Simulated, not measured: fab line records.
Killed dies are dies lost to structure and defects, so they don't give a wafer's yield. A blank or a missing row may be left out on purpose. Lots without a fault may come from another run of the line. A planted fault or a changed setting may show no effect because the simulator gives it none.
Problem report in the 8D (eight disciplines) form, filled by code | flow gf180mcu | the parts of the form that need people (team, actions taken, sign-off) are left out

1. PROBLEM STATEMENT
GF_MIM_SPUTTER_01, cathodeDcPowerW: mean 7619.0 W over 1 wafer from 1 lot; wafers with no fault: 6500.1 W, standard deviation 1.2. That is +99 or more standard deviations from the usual mean.
The step: material TiN, target thk 30 nm, time 25 s.
First observed at day 30 01:02: wafer L138.1, on pvdSputter-01. At this step, 37 wafers from 13 lots have a number in the record. By rule, "out" or "out of limits" means more than 4 standard deviations away from the usual mean. All remaining wafers that have a number are taken as sound.

2. WHAT IT IS; WHAT IT IS NOT
question                    | is                     | is not
which readings at this step | cathodeDcPowerW        | throttleValvePct
which lots                  | L138                   | L122, L124, L126, L128, L129, L130, L131, L133, L139, L140, L143, L144
which wafers of those lots  | all that have a number | -
read on which tools         | pvdSputter-01          | pvdSputter-03, pvdSputter-04
when                        | from day 30 01:02      | up to then (24 sound wafers); but 12 sound wafers of L139, L140, L143, L144 came after

3. THE SUSPECTS, EACH WITH WHAT RULES IT OUT
Counting: a tool stays on the suspect list if, at a process step up to the reading, it processed all lots that are out and no sound lot following the first of them.
- rieDiel-03 at GF_V4_ETCH_17 (etches SiO2 in C4F8/O2/Ar, stops on TiN, target depth 630 nm): ruled out as a lasting fault. Sound lots L139, L140, L143, L144 ran on it after its first lot that is out, L138 (day 29 23:40). With no start given for some of its lots, GF_V4_ETCH_17 uses the hours and lot order of GF_V4_STRIP_18.
- plasmaAsher-04 at GF_V4_STRIP_18 (strips in O2/N2): ruled out as a lasting fault. Sound lots L139, L143, L144 ran on it after its first lot that is out, L138 (day 29 23:40).
- pvdSputter-01 at GF_MIM_SPUTTER_01 (material TiN, target thk 30 nm, time 25 s): kept. It ran the lot that is out, L138 (day 30 01:02), and no sound lot after that; its last sound lot up to then is L130 (day 27 09:25). Its own cathodeDcPowerW readings are out on those wafers.
Left after counting: pvdSputter-01 at GF_MIM_SPUTTER_01.

4. THE CAUSE (what the simulator had put in)
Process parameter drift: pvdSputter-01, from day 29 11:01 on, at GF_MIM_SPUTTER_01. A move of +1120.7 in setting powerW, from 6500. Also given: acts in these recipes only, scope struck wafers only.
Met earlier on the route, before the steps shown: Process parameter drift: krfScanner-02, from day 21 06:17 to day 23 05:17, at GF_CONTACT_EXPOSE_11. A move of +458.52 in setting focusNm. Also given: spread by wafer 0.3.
Only this tool survived the counting.

5. THE EFFECT CHAIN, in route order
Rows list readings where the struck wafers' mean (over those with a number) sits beyond 3 standard deviations from the usual. Readings are gone through only where the record gives a usual standard deviation; hours: the median, over the lots, of the time from a lot's start at the first step in this table giving one to that lot's start at this step; sigmas: the change measured in usual standard deviations.
hours | step              | reading         | usual    | on struck wafers | change  | sigmas
0     | GF_MIM_SPUTTER_01 | cathodeDcPowerW | 6500.1 W | 7619.0           | +1118.9 | +99 or more
Here are the process steps it includes:
- GF_MIM_SPUTTER_01: material TiN, target thk 30 nm, time 25 s.

6. HOW IT WOULD HAVE BEEN CAUGHT EARLIER
In this record no reading fell out of limits until day 30 01:02, 14 hours after the fault had begun at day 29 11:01.
